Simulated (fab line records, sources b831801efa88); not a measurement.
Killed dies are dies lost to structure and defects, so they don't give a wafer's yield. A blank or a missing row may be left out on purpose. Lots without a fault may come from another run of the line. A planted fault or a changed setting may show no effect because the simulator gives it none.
Which tool did it? | flow gf180mcu | 11 lots, 33 wafers sampled, at 5 steps of a route of 602

WHAT THE GAUGES READ, wafer by wafer
GF_M3_RS_MEAS_05: measures by four-point-probe. Usual: M3_ALCU_RS 0.0697 ohm/sq, standard deviation 0.00098.
lot  | measured     | on            | M3_ALCU_RS (ohm/sq)  | flag
L583 | day 20 13:17 | film_metro-02 | 0.0687 0.0699 0.0685 |
L584 | day 21 06:12 | film_metro-01 | 0.0685 0.0686 0.0695 |
L585 | day 21 09:54 | film_metro-03 | 0.0712 0.0698 0.0697 |
L587 | day 22 07:36 | film_metro-01 | 0.0710 0.0703 0.0705 |
L590 | day 23 14:25 | film_metro-01 | 0.0699 0.0699 0.0693 |
L598 | day 26 00:36 | film_metro-03 | 0.0690 0.0693 0.0714 |
L600 | day 26 12:14 | film_metro-01 | 0.0713 0.0695 0.0699 |
L601 | day 27 03:53 | film_metro-01 | 0.0716 0.0709 0.0707 |
L602 | day 27 06:24 | film_metro-02 | 0.0694 0.0689 0.0701 |
L603 | day 27 13:14 | film_metro-02 | 0.0707 0.0697 0.0689 |
L605 | day 28 08:25 | film_metro-01 | 0.0685 0.0706 0.0692 |

GF_V3_BOW_MEAS_05. Usual: V3_BOW 118 um, standard deviation 9.1.
lot  | measured     | on            | V3_BOW (um)       | flag
L583 | day 21 14:55 | film_metro-04 | 99 106 99         |
L584 | day 22 07:24 | film_metro-01 | 125 115 120       |
L585 | day 22 10:20 | film_metro-01 | 127 101 126       |
L587 | day 23 08:01 | film_metro-01 | 115 114 123       |
L590 | day 24 13:56 | film_metro-01 | 131 136 129 - - - |
L598 | day 26 22:53 | film_metro-04 | 95 114 115        |
L600 | day 27 09:14 | film_metro-02 | 134 135 118       |
L601 | day 28 01:04 | film_metro-04 | 112 118 116       |
L602 | day 28 04:20 | film_metro-01 | 109 126 120       |
L603 | day 28 09:55 | film_metro-04 | 125 133 114       |
L605 | day 29 05:16 | film_metro-01 | 116 117 118       |

WHICH TOOL RAN EACH LOT (tool, then ch and the chambers of the sampled wafers, then the start)
lot  | GF_V2_CMP_26                  | GF_M3_SPUTTER_01             | GF_V3_CMP_04
L583 | cmp-02 ch 0,1,3, day 20 12:46 | pvd_sputter-04, day 20 13:10 | cmp-01 ch 0,2,3, day 21 14:40
L584 | cmp-01 ch 0,1,3, day 21 05:46 | pvd_sputter-01, day 21 06:04 | cmp-02 ch 0,1,3, day 22 07:12
L585 | cmp-02 ch 1,2,3, day 21 09:26 | pvd_sputter-01, day 21 09:47 | cmp-01 ch 0,1,3, day 22 10:02
L587 | cmp-01 ch 0,1,3, day 22 07:05 | pvd_sputter-04, day 22 07:29 | cmp-02 ch 1,2,3, day 23 07:46
L590 | cmp-02 ch 0,2,3, day 23 13:53 | pvd_sputter-01, day 23 14:17 | cmp-02 ch 1,2,3, day 24 13:41
L598 | cmp-02 ch 2,3, day 26 00:08   | pvd_sputter-01, day 26 00:29 | cmp-01 ch 0,2,3, day 26 22:41
L600 | cmp-01 ch 1,2,3, day 26 11:43 | pvd_sputter-03, day 26 12:07 | cmp-01 ch 0,2,3, day 27 08:59
L601 | cmp-02 ch 0,1,3, day 27 03:21 | pvd_sputter-04, day 27 03:45 | cmp-01 ch 0,1,2, day 28 00:51
L602 | cmp-02 ch 1,2,3, day 27 05:53 | pvd_sputter-04, day 27 06:17 | cmp-02 ch 1,2,3, day 28 04:02
L603 | cmp-01 ch 1,2,3, day 27 12:43 | pvd_sputter-01, day 27 13:04 | cmp-02 ch 0,2,3, day 28 09:40
L605 | cmp-02 ch 1,2, day 28 07:53   | pvd_sputter-03, day 28 08:17 | cmp-02 ch 0,1,2, day 29 05:04
- GF_V2_CMP_26: polishes, stops on SiO2, t overpolish 15 s, target thk 0 nm.
- GF_M3_SPUTTER_01: material TiN, target thk 30 nm, time 25 s.
- GF_V3_CMP_04: polishes SiO2.

WHAT THE TOOLS THEMSELVES READ (means of the sampled wafers that have a number; where no wafer has one, the mark that the record gives instead)
GF_V2_CMP_26. Usual: edge_zone_pressure_frac 1.001, standard deviation 0.0054; motor_current_A 11.4 A, standard deviation 1.8; overpolish_run_s 14.998 s, standard deviation 0.0091; time_to_endpoint_s 87 s, standard deviation 4.
lot  | tool   | edge_zone_pressure_frac | motor_current_A (A) | overpolish_run_s (s) | time_to_endpoint_s (s) | flag
L583 | cmp-02 | 0.998                   | 13.2                | 14.996               | 87                     |
L584 | cmp-01 | 1.002                   | 9.9                 | 15.000               | 87                     |
L585 | cmp-02 | 1.004                   | 11.9                | 14.996               | 88                     |
L587 | cmp-01 | 1.006                   | 10.3                | 15.001               | 86                     |
L590 | cmp-02 | 1.003                   | 12.6                | 14.995               | 86                     |
L598 | cmp-02 | 1.003                   | 13.2                | 14.996               | 80                     |
L600 | cmp-01 | 0.997                   | 9.3                 | 14.996               | 89                     |
L601 | cmp-02 | 1.003                   | 13.2                | 14.987               | 87                     |
L602 | cmp-02 | 1.003                   | 12.1                | 15.004               | 87                     |
L603 | cmp-01 | 0.995                   | 9.6                 | 14.997               | 88                     |
L605 | cmp-02 | 1.007                   | 11.4                | 14.998               | 85                     |

GF_M3_SPUTTER_01. Usual: throttle_valve_pct 29.9 %, standard deviation 0.98.
lot  | tool           | throttle_valve_pct (%) | flag
L583 | pvd_sputter-04 | 29.8                   |
L584 | pvd_sputter-01 | 29.1                   |
L585 | pvd_sputter-01 | 29.8                   |
L587 | pvd_sputter-04 | 30.2                   |
L590 | pvd_sputter-01 | 29.1                   |
L598 | pvd_sputter-01 | 29.6                   |
L600 | pvd_sputter-03 | 30.8                   |
L601 | pvd_sputter-04 | 30.0                   |
L602 | pvd_sputter-04 | 30.7                   |
L603 | pvd_sputter-01 | 28.9                   |
L605 | pvd_sputter-03 | 30.0                   |

GF_V3_CMP_04. Usual: edge_zone_pressure_frac 1.000, standard deviation 0.0055; motor_current_A 12.3 A, standard deviation 2.1; time_to_endpoint_s 83 s, standard deviation 5.4.
lot  | tool   | edge_zone_pressure_frac | motor_current_A (A) | time_to_endpoint_s (s) | flag
L583 | cmp-01 | 0.992                   | 10.9                | 79                     |
L584 | cmp-02 | 1.006                   | 14.2                | 78                     |
L585 | cmp-01 | 0.998                   | 11.0                | 84                     |
L587 | cmp-02 | 1.000                   | 13.2                | 74                     |
L590 | cmp-02 | 0.995                   | 13.0                | 92                     |
L598 | cmp-01 | 1.001                   | 10.8                | 85                     |
L600 | cmp-01 | 0.994                   | 11.0                | 84                     |
L601 | cmp-01 | 0.997                   | 10.9                | 81                     |
L602 | cmp-02 | 0.996                   | 13.5                | 82                     |
L603 | cmp-02 | 0.997                   | 14.7                | 84                     |
L605 | cmp-02 | 1.000                   | 13.5                | 85                     |

THE ANSWER, worked out from the rows above alone
Rule: a lot is off if the mean of its wafers that have a number lies more than 3 standard deviations from the usual mean. A lot without any number at a reading at which 4 lots or more have one is off too. The other lots that the step has rows for count as sound. The gauges are gone through in route order, then the tools' own readings, and for those a lot's mean is taken as printed above. The first step at which some lot is off is used, and at that step the reading that is off furthest; a lot without a number counts as furthest.
No lot is off at any reading shown: from this, nothing can be told.

WHAT THE SIMULATOR HAD PUT IN
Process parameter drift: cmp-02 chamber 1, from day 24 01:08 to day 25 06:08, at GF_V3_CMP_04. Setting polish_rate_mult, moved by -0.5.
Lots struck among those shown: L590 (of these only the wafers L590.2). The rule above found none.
